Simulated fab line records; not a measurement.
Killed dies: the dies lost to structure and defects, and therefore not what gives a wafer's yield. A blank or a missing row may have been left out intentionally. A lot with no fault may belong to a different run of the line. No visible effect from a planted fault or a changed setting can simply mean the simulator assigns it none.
fab line records | flow gf180mcu
record: lots: 7 wafers: 21 lastDay: 34
route steps=602 shown M4@466 V4@476
lots untouched by any fault: they come from a run of this same line in which no faults occurred
startH: the number of hours between the record's first day and the start of the first shown wafer of the lot | waitH: how many hours have passed since the lot's step before this one | " unchanged from the row above | L1.1+2: a row that stands for several wafers | - no value, or no start given | * or withheld: withheld | < > ~ a bound
route shown NAME@n: a module of which the file shows steps, and the number in the route of the first | usual: mean and standard deviation over wafers with no fault | same: alike in all rows | chamber/n: place in a boat | sites: each site's reading | _std_site: how widely they spread, as a standard deviation | _edge_site: outer sites' mean less inner sites' | radiusMm: how far each site lies from the wafer's centre | mask NAME#n: copy n | behind: the most recent tool/chamber to have shaped the wafer | hold: the reason the lot was held/the length of the hold in hours/how it ended | device: whichever transistor did not switch (one of n, p or np) | end of line: at the end of the route, the tests of the same wafers | a step with no rows: only its recipe | killed: the dies lost at the first sort to structure and to defects; this is not the yield of the wafer | map: a wafer's dies, x killed, . not, _ none there
set.NAME: the run value of the setting; set.NAME@STEP: its run value at that earlier step | model.NAME: the simulator's own value behind a step, which no gauge read
lots seen at some steps along the route; tables by step, rows by wafer
services: a tool's chamber out of use, with start hour (startH, from the record's first day; less than 0 if before it), hours out, and reason
== steps ==
step: GF_M4_SOFTBAKE_10
recipe: tempC: 130 timeS: 60 resist: KrF
step: GF_M4_EXPOSE_11
recipe: maskId: Metal4 targetCdNm: 280 na: 0.68 sourceShape: conventional sigmaOuter: 0.6 doseMj: 28
step: GF_M4_PEB_12
recipe: pebTempC: 135 pebTimeS: 90 resist: KrF
step: GF_M4_DEVELOP_13
recipe: developTimeS: 60 devTempC: 21
step: GF_M4_CD_MEAS_14
recipe: targetCdNm: 280
usual: cdNm: 280.0/1.3
columns lot.wafer tool chamber startH waitH cdNm
L996.4 cdSem-02 - 607.59 0.1 280.7
L996.5 " - " " 281.8
L996.6 " - " " 281.0
L998.2 cdSem-01 - 624.45 0.1 278.7
L998.4 " - " " 278.3
L998.6 " - " " 278.1
L104.1 cdSem-02 - 673.04 0.1 278.9
L104.2 " - " " 280.0
L104.4 " - " " 277.7
L105.3 cdSem-01 - 681.03 0.1 278.5
L105.5 " - " " 279.2
L105.6 " - " " 277.7
L106.2 cdSem-02 - 687.01 0.1 278.7
L106.3 " - " " 279.5
L106.6 " - " " 280.2
L107.3 cdSem-01 - 690.93 0.1 278.1
L107.4 " - " " 278.3
L107.5 " - " " 279.0
L109.2 cdSem-02 - 705.91 0.1 279.9
L109.3 " - " " 281.5
L109.6 " - " " 281.3
step: GF_M4_OVL_MEAS_15
usual: M4_OVL: -4/5.2
columns lot.wafer tool chamber startH waitH M4_OVL[nm]
L996.4 overlay-01 - 607.70 0.1 -5
L996.5 " - " " -7
L996.6 " - " " -9
L998.2 overlay-01 - 624.55 0.1 -4
L998.4 " - " " -11
L998.6 " - " " -9
L104.1 overlay-02 - 673.16 0.1 0
L104.2 " - " " -3
L104.4 " - " " -8
L105.3 overlay-01 - 681.12 0.1 -10
L105.5 " - " " -6
L105.6 " - " " -8
L106.2 overlay-02 - 687.12 0.1 -7
L106.3 " - " " -7
L106.6 " - " " -8
L107.3 overlay-02 - 691.02 0.1 -9
L107.4 " - " " -3
L107.5 " - " " -11
L109.2 overlay-02 - 706.01 0.1 -1
L109.3 " - " " -1
L109.6 " - " " -6
step: GF_M4_METAL_ETCH_16
recipe: chemistry: Cl2/BCl3 maskMaterial: KrF targetDepthNm: 627.5 stopOn: SiO2 pressureMtorr: 8 icpW: 800 biasW: 140 Cl2_flow_sccm: 80 bcl3FlowSccm: 40 timeS: 104.6
usual: drypumpMotorCurrentA: 6.00/0.28 oesProductAu: 0.972/0.0058 throttleValvePct: 28.249/0.011
columns lot.wafer tool chamber startH waitH drypumpMotorCurrentA oesProductAu rfHoursCounterH throttleValvePct
L996.4 rieMetal-04 1 607.76 0.0 6.06 0.966 - 28.247
L996.5 " 0 " " 6.41 0.967 - 28.259
L996.6 " 1 " " 6.05 0.958 - 28.246
L998.2 rieMetal-03 0 624.58 0.0 5.43 0.970 0 28.239
L998.4 " 0 " " 5.43 0.970 - 28.245
L998.6 " 0 " " 5.44 0.971 - 28.229
L104.1 rieMetal-01 1 673.20 0.0 5.84 0.969 10 28.247
L104.2 " 0 " " 6.07 0.963 7 28.252
L104.4 " 1 " " 5.84 0.977 - 28.251
L105.3 rieMetal-04 1 681.18 0.1 6.04 0.969 - 28.253
L105.5 " 1 " " 6.04 0.970 - 28.256
L105.6 " 0 " " 6.42 0.973 - 28.238
L106.2 rieMetal-03 0 687.15 0.0 5.43 0.977 2 28.245
L106.3 " 1 " " 5.88 0.969 - 28.247
L106.6 " 1 " " 5.89 0.976 - 28.257
L107.3 rieMetal-01 0 691.08 0.1 6.07 0.976 - 28.233
L107.4 " 1 " " 5.86 0.963 - 28.237
L107.5 " 0 " " 6.07 0.975 - 28.236
L109.2 rieMetal-01 1 706.04 0.0 5.84 0.971 11 28.241
L109.3 " 1 " " 5.85 0.974 - 28.240
L109.6 " 0 " " 6.07 0.981 - 28.237
step: GF_M4_STRIP_17
recipe: chemistry: O2/N2 powerW: 1400 pressureMtorr: 1500 platenTempC: 250 o2FlowSccm: 3000 n2FlowSccm: 300 overashFraction: 0.5
usual: drypumpMotorCurrentA: 5.7/0.56 heaterPowerW: 332/37 oesProductAu: 0.558/0.005 stripTimeToEndpointS: 7.87/0.041
columns lot.wafer tool chamber startH waitH drypumpMotorCurrentA heaterPowerW oesProductAu rfHoursCounterH stripTimeToEndpointS
L996.4 plasmaAsher-04 0 607.87 0.1 4.9 350 0.558 - 7.84
L996.5 " 1 " " 5.3 308 0.559 - 7.87
L996.6 " 0 " " 5.0 336 0.563 - 7.86
L998.2 plasmaAsher-04 0 624.70 0.1 5.0 344 0.551 21 7.90
L998.4 " 1 " " 5.3 304 0.559 - 7.91
L998.6 " 0 " " 4.9 335 0.556 - 7.89
L104.1 plasmaAsher-02 1 673.31 0.1 5.9 329 0.568 106 7.85
L104.2 " 0 " " 6.3 308 0.562 106 7.90
L104.4 " 0 " " 6.3 293 0.559 - 7.85
L105.3 plasmaAsher-03 1 681.29 0.1 6.0 289 0.566 - 7.91
L105.5 " 1 " " 6.1 299 0.555 - 7.93
L105.6 " 0 " " 6.4 384 0.560 - 7.84
L106.2 plasmaAsher-03 1 687.26 0.1 6.0 299 0.562 55 7.84
L106.3 " 1 " " 6.0 300 0.558 - 7.90
L106.6 " 0 " " 6.4 399 0.553 - 7.87
L107.3 plasmaAsher-03 1 691.19 0.1 6.1 304 0.559 - 7.79
L107.4 " 0 " " 6.4 404 0.559 - 7.83
L107.5 " 0 " " 6.4 393 0.548 - 7.79
L109.2 plasmaAsher-04 1 706.16 0.1 5.3 312 0.553 26 7.87
L109.3 " 0 " " 4.9 340 0.548 - 7.89
L109.6 " 0 " " 5.0 339 0.554 - 7.85
step: GF_M4_STRIP_18
recipe: chemistry: postEtchResidueRemover timeS: 1200 tempC: 72.5
step: GF_M4_CLEAN_19
recipe: chemistry: DIW dry: n2Spin
step: GF_V4_CVD_00
recipe: material: SiO2 targetThkNm: 600 sigmaOpenFrac: 0.3 tempC: 400 timeS: 100 sih4FlowSccm: 60 pressureMtorr: 6
step: GF_V4_THK_MEAS_01
recipe: reads: SiO2_of_V4_CVD_00
usual: V4_CVD_00_THK: 602/5.9
columns lot.wafer tool chamber startH waitH V4_CVD_00_THK[nm]
L996.4 filmMetro-04 - 608.50 0.0 590
L996.5 " - " " 598
L996.6 " - " " 604
L998.2 filmMetro-02 - 625.31 0.0 607
L998.4 " - " " 603
L998.6 " - " " 602
L104.1 filmMetro-04 - 674.01 0.0 596
L104.2 " - " " 594
L104.4 " - " " 597
L105.3 filmMetro-02 - 681.88 0.1 604
L105.5 " - " " 598
L105.6 " - " " 606
L106.2 filmMetro-01 - 687.88 0.0 602
L106.3 " - " " 612
L106.6 " - " " 603
L107.3 filmMetro-02 - 692.21 0.1 607
L107.4 " - " " 601
L107.5 " - " " 611
L109.2 filmMetro-01 - 706.77 0.0 603
L109.3 " - " " 600
L109.6 " - " " 598
step: GF_V4_CVD_02
recipe: material: SiO2 targetThkNm: 850 precursor: TEOS tempC: 400 timeS: 94.851 rfW: 600
usual: heaterPowerOuterW: 382/65 heaterPowerW: 671/100
columns lot.wafer tool chamber startH waitH heaterPowerOuterW heaterPowerW
L996.4 pecvd-01 1 608.56 0.1 269 530
L996.5 " 1 " " 323 575
L996.6 " 0 " " 323 573
L998.2 pecvd-02 1 625.36 0.0 390 622
L998.4 " 2 " " 332 637
L998.6 " 1 " " 292 507
L104.1 pecvd-03 0 674.07 0.1 - -
L104.2 " 2 " " - -
L104.4 " 0 " " - -
L105.3 pecvd-02 2 681.92 0.0 - -
L105.5 " 1 " " - -
L105.6 " 0 " " - -
L106.2 pecvd-01 1 687.93 0.0 - -
L106.3 " 2 " " - -
L106.6 " 2 " " - -
L107.3 pecvd-02 2 692.25 0.0 446 782
L107.4 " 2 " " 325 629
L107.5 " 1 " " 377 601
L109.2 pecvd-03 1 706.82 0.0 467 782
L109.3 " 0 " " 483 835
L109.6 " 2 " " 306 595
step: GF_V4_CMP_04
recipe: material: SiO2 downForcePsi: 4 platenRpm: 60 padVelocityMS: 0.94248
usual: motorCurrentA: 12.8/0.96 timeToEndpointS: 83/5.9
columns lot.wafer tool chamber startH waitH motorCurrentA timeToEndpointS
L996.4 cmp-02 1 608.86 0.2 12.7 81
L996.5 " 1 " " 13.2 83
L996.6 " 2 " " 13.4 86
L998.2 cmp-02 3 625.51 0.1 13.7 74
L998.4 " 1 " " 12.7 78
L998.6 " 0 " " 12.4 79
L104.2 cmp-02 0 674.20 0.0 13.2 -
L104.4 " 1 " " 12.3 -
L104.1 " 2 " " 13.4 -
L105.3 cmp-01 0 682.15 0.1 12.1 -
L105.6 " 2 " " 11.8 -
L105.5 " 3 " " 14.4 -
L106.3 cmp-01 2 688.21 0.1 11.5 -
L106.2 " 3 " " 15.0 -
L106.6 " 1 " " 12.5 -
L107.3 cmp-01 1 692.38 0.0 11.9 74
L107.4 " 0 " " 12.4 93
L107.5 " 1 " " 12.4 82
L109.2 cmp-01 1 706.95 0.0 12.3 76
L109.3 " 0 " " 11.7 83
L109.6 " 1 " " 12.0 81
step: GF_V4_BOW_MEAS_05
recipe: mode: bow
usual: V4_BOW: 130/8.5
columns lot.wafer tool chamber startH waitH V4_BOW[um]
L996.4 filmMetro-02 - 609.22 0.3 123
L996.5 " - " " 128
L996.6 " - " " 125
L998.2 filmMetro-02 - 625.83 0.3 142
L998.4 " - " " 136
L998.6 " - " " 139
L104.1 filmMetro-04 - 674.50 0.1 117
L104.2 " - " " 115
L104.4 " - " " 99
L105.3 filmMetro-02 - 682.39 0.2 115
L105.5 " - " " 127
L105.6 " - " " 108
L106.2 filmMetro-01 - 688.43 0.1 102
L106.3 " - " " 109
L106.6 " - " " 104
L107.3 filmMetro-04 - 692.72 0.3 123
L107.4 " - " " 119
L107.5 " - " " 117
L109.2 filmMetro-04 - 707.27 0.3 137
L109.3 " - " " 145
L109.6 " - " " 118
step: GF_V4_DEHYDRATE_06
recipe: tempC: 200 timeS: 60
step: GF_V4_HMDS_07
recipe: primeTimeS: 60 primeTempC: 120
step: GF_V4_COAT_08
recipe: resist: BARC tempC: withheld timeS: withheld spinRpm: withheld resistThkNm: withheld
step: GF_V4_COAT_09
recipe: resist: KrF spinRpm: withheld resistThkNm: 1000
step: GF_V4_SOFTBAKE_10
recipe: tempC: 130 timeS: 60 resist: KrF
step: GF_V4_EXPOSE_11
recipe: maskId: Via4 targetCdNm: 260 na: 0.68 sourceShape: conventional sigmaOuter: 0.6 doseMj: 38
step: GF_V4_PEB_12
recipe: pebTempC: 135 pebTimeS: 90 resist: KrF
step: GF_V4_DEVELOP_13
recipe: developTimeS: 60 resist: KrF devTempC: 21
step: GF_V4_CD_MEAS_14
recipe: targetCdNm: 260
usual: cdNm: 259.8/1.3
columns lot.wafer tool chamber startH waitH cdNm
L996.4 cdSem-01 - 629.95 0.1 261.1
L996.5 " - " " 259.5
L996.6 " - " " 259.8
L998.2 cdSem-02 - 646.41 0.1 259.0
L998.4 " - " " 258.3
L998.6 " - " " 259.2
L104.1 cdSem-02 - 692.95 0.1 261.2
L104.2 " - " " 261.6
L104.4 " - " " 262.5
L105.3 cdSem-02 - 700.58 0.1 257.8
L105.5 " - " " 257.6
L105.6 " - " " 256.6
L106.2 cdSem-02 - 706.86 0.1 259.7
L106.3 " - " " 260.3
L106.6 " - " " 261.6
L107.3 cdSem-01 - 710.88 0.1 259.7
L107.4 " - " " 259.7
L107.5 " - " " 259.0
L109.2 cdSem-01 - 725.01 0.1 258.4
L109.3 " - " " 259.1
L109.6 " - " " 259.1
step: GF_V4_OVL_MEAS_15
usual: V4_OVL: -2/3.8
columns lot.wafer tool chamber startH waitH V4_OVL[nm]
L996.4 overlay-01 - 630.03 0.1 -1
L996.5 " - " " -2
L996.6 " - " " -4
L998.2 overlay-01 - 646.51 0.1 -4
L998.4 " - " " -3
L998.6 " - " " -2
L104.1 overlay-02 - 693.07 0.1 -1
L104.2 " - " " -1
L104.4 " - " " -4
L105.3 overlay-01 - 700.67 0.1 0
L105.5 " - " " -4
L105.6 " - " " -6
L106.2 overlay-02 - 706.96 0.1 -1
L106.3 " - " " -2
L106.6 " - " " -1
L107.3 overlay-02 - 710.97 0.1 -1
L107.4 " - " " 3
L107.5 " - " " 0
L109.2 overlay-02 - 725.11 0.1 2
L109.3 " - " " -2
L109.6 " - " " 1
step: GF_V4_ETCH_16
recipe: chemistry: N2/H2 targetDepthA: withheld overetchA: withheld timeS: withheld target: BARC ionEnergyEv: 200 sourceW: 500 biasW: 100 pressureMtorr: 30 n2FlowSccm: 100 h2FlowSccm: 200
usual: drypumpMotorCurrentA: 5.5/0.38 oesProductAu: 0.854/0.0046 throttleValvePct: 13.225/0.0094
columns lot.wafer tool chamber startH waitH drypumpMotorCurrentA oesProductAu throttleValvePct
L996.4 rieDiel-01 1 630.07 0.0 5.6 0.855 13.208
L996.5 " 2 " " 5.6 0.854 13.229
L996.6 " 0 " " 5.0 0.855 13.213
L998.2 rieDiel-02 3 646.54 0.0 5.0 0.853 13.215
L998.4 " 2 " " 5.8 0.856 13.230
L998.6 " 2 " " 5.8 0.847 13.234
L104.1 rieDiel-04 3 693.10 0.0 5.2 0.849 13.234
L104.2 " 1 " " 6.2 0.853 13.216
L104.4 " 1 " " 6.2 0.855 13.236
L105.3 rieDiel-02 2 700.69 0.0 5.8 0.846 13.225
L105.5 " 0 " " 5.3 0.863 13.227
L105.6 " 1 " " 5.6 0.854 13.217
L106.2 rieDiel-01 0 706.99 0.0 5.0 0.853 13.238
L106.3 " 3 " " 6.0 0.845 13.239
L106.6 " 2 " " 5.6 0.849 13.214
L107.3 rieDiel-01 2 710.99 0.0 5.6 0.854 13.230
L107.4 " 1 " " 5.6 0.857 13.227
L107.5 " 0 " " 5.0 0.862 13.241
L109.2 rieDiel-01 3 725.14 0.0 6.0 0.846 13.233
L109.3 " 1 " " 5.6 0.850 13.212
L109.6 " 2 " " 5.6 0.847 13.224
step: GF_V4_ETCH_17
recipe: chemistry: C4F8/O2/Ar maskMaterial: KrF target: SiO2 stopOn: TiN sourceW: 1500 biasW: 1200 pressureMtorr: 40 c4f8FlowSccm: withheld O2_flow_sccm: 6 Ar_flow_sccm: 300 timeS: withheld targetDepthA: 6300
usual: oesProductAu: 0.856/0.0046
columns lot.wafer tool chamber startH waitH oesProductAu model.V4.featureDepthNm model.etch.depthNm
L996.4 rieDiel-01 1 - - 0.863 630.9 630.9
L996.5 " 2 " " 0.859 631.8 631.8
L996.6 " 0 " " 0.863 632.4 632.4
L998.2 rieDiel-02 3 - - 0.849 632.2 632.2
L998.4 " 2 " " 0.857 632.4 632.4
L998.6 " 2 " " 0.851 632.3 632.3
L104.1 rieDiel-04 3 - - 0.833 596.3 596.3
L104.2 " 1 " " 0.830 594 594
L104.4 " 1 " " 0.833 597.8 597.8
L105.3 rieDiel-02 2 - - 0.832 603.5 603.5
L105.5 " 0 " " 0.831 597.6 597.6
L105.6 " 1 " " 0.843 605.9 605.9
L106.2 rieDiel-01 0 - - 0.832 602 602
L106.3 " 3 " " 0.834 611.5 611.5
L106.6 " 2 " " 0.832 602.4 602.4
L107.3 rieDiel-01 2 - - 0.860 632.5 632.5
L107.4 " 1 " " 0.861 634.1 634.1
L107.5 " 0 " " 0.856 631.1 631.1
L109.2 rieDiel-01 3 - - 0.859 631.4 631.4
L109.3 " 1 " " 0.855 633.5 633.5
L109.6 " 2 " " 0.854 632.7 632.7
step: GF_V4_STRIP_18
recipe: chemistry: O2/N2 powerW: 1400 pressureMtorr: 1500 platenTempC: 250 o2FlowSccm: 3000 n2FlowSccm: 300 overashFraction: 0.5
usual: drypumpMotorCurrentA: 5.8/0.53 heaterPowerW: 318/16 oesProductAu: 0.592/0.0047
columns lot.wafer tool chamber startH waitH drypumpMotorCurrentA heaterPowerW oesProductAu rfHoursCounterH
L996.4 plasmaAsher-02 0 630.21 - 6.2 311 0.588 -
L996.5 " 1 " " 6.0 325 0.591 -
L996.6 " 0 " " 6.3 301 0.589 -
L998.2 plasmaAsher-02 0 646.67 - 6.2 301 0.591 103
L998.4 " 0 " " 6.3 298 0.592 -
L998.6 " 1 " " 6.0 330 0.591 -
L104.1 plasmaAsher-01 0 693.23 - 4.7 340 0.602 84
L104.2 " 1 " " 5.6 313 0.592 84
L104.4 " 1 " " 5.6 315 0.584 -
L105.3 plasmaAsher-02 0 700.86 - 6.3 299 0.600 -
L105.5 " 1 " " 6.0 329 0.591 -
L105.6 " 0 " " 6.3 292 0.586 -
L106.2 plasmaAsher-02 1 707.12 - 5.9 332 0.593 112
L106.3 " 1 " " 6.0 323 0.595 -
L106.6 " 1 " " 6.0 318 0.600 -
L107.3 plasmaAsher-02 0 711.16 - 6.3 309 0.591 -
L107.4 " 1 " " 6.0 333 0.594 -
L107.5 " 1 " " 6.0 326 0.596 -
L109.2 plasmaAsher-02 1 725.27 - 6.0 327 0.594 114
L109.3 " 1 " " 6.0 326 0.594 -
L109.6 " 1 " " 5.9 317 0.586 -
== services ==
columns tool chamber startH hours kind
cmp-02 - 586.80 4.7 repair
rieDiel-04 1 589.23 11.7 repair
pecvd-03 - 591.12 14.0 pm
pecvd-01 2 595.17 28.1 repair
plasmaAsher-03 - 596.13 2.3 repair
pecvd-02 - 596.52 5.5 pm
rieDiel-02 2 596.75 1.4 repair
cmp-01 - 605.38 3.5 repair
pecvd-03 0 632.32 12.6 repair
rieDiel-02 2 637.39 2.9 repair
rieDiel-04 2 640.61 1.8 repair
cmp-02 - 651.51 0.3 repair
rieDiel-02 - 654.51 2.8 pm
plasmaAsher-02 - 656.66 4.0 repair
pecvd-02 1 665.18 6.3 repair
plasmaAsher-04 - 669.91 36.1 pm
rieDiel-04 2 670.08 32.9 repair
rieMetal-03 0 670.32 4.5 repair
plasmaAsher-02 - 685.70 0.8 repair
plasmaAsher-03 - 697.58 8.2 repair
cmp-02 - 708.95 13.5 pm
rieDiel-01 1 716.05 2.7 repair
cmp-01 - 722.46 5.4 pm
plasmaAsher-04 - 723.75 4.3 pm
== key ==
firstSign: step: GF_V4_CVD_02 reading: toolRecord direction: missing
effect: step: GF_V4_BOW_MEAS_05 reading: V4_BOW direction: down sigmas: 2.3 usual: 130 struck: 110
effect: step: GF_V4_ETCH_17 reading: oesProductAu direction: down sigmas: 5 usual: 0.856 struck: 0.833
modelEffect: step: GF_V4_ETCH_17 value: V4.featureDepthNm without: 632.7 struck: 601.2
metAt GF_V4_CVD_02
struckWafers L104.1,L104.2,L104.4,L105.3,L105.5,L105.6,L106.2,L106.3,L106.6
laterRowsLeftOut L104.1,L104.2,L104.4,L105.3,L105.5,L105.6,L106.2,L106.3,L106.6
sortLeftOut L104.1,L104.2,L104.4,L105.3,L105.5,L105.6
onsetBetween 625.36 674.07
fault: kind: skippedStepWhole tool: pecvd-01,pecvd-02,pecvd-03 chamber: - onsetH: 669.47 steps: GF_V4_CVD_02 scope: struckLotsOnly
sortLeftOut: the simulated sort isn't trusted on such a fault, so these wafers' sort isn't shown, and their yield isn't known
laterRowsLeftOut: the simulator's readings of these wafers behind a module that went badly wrong aren't trusted and aren't shown, but for the sort
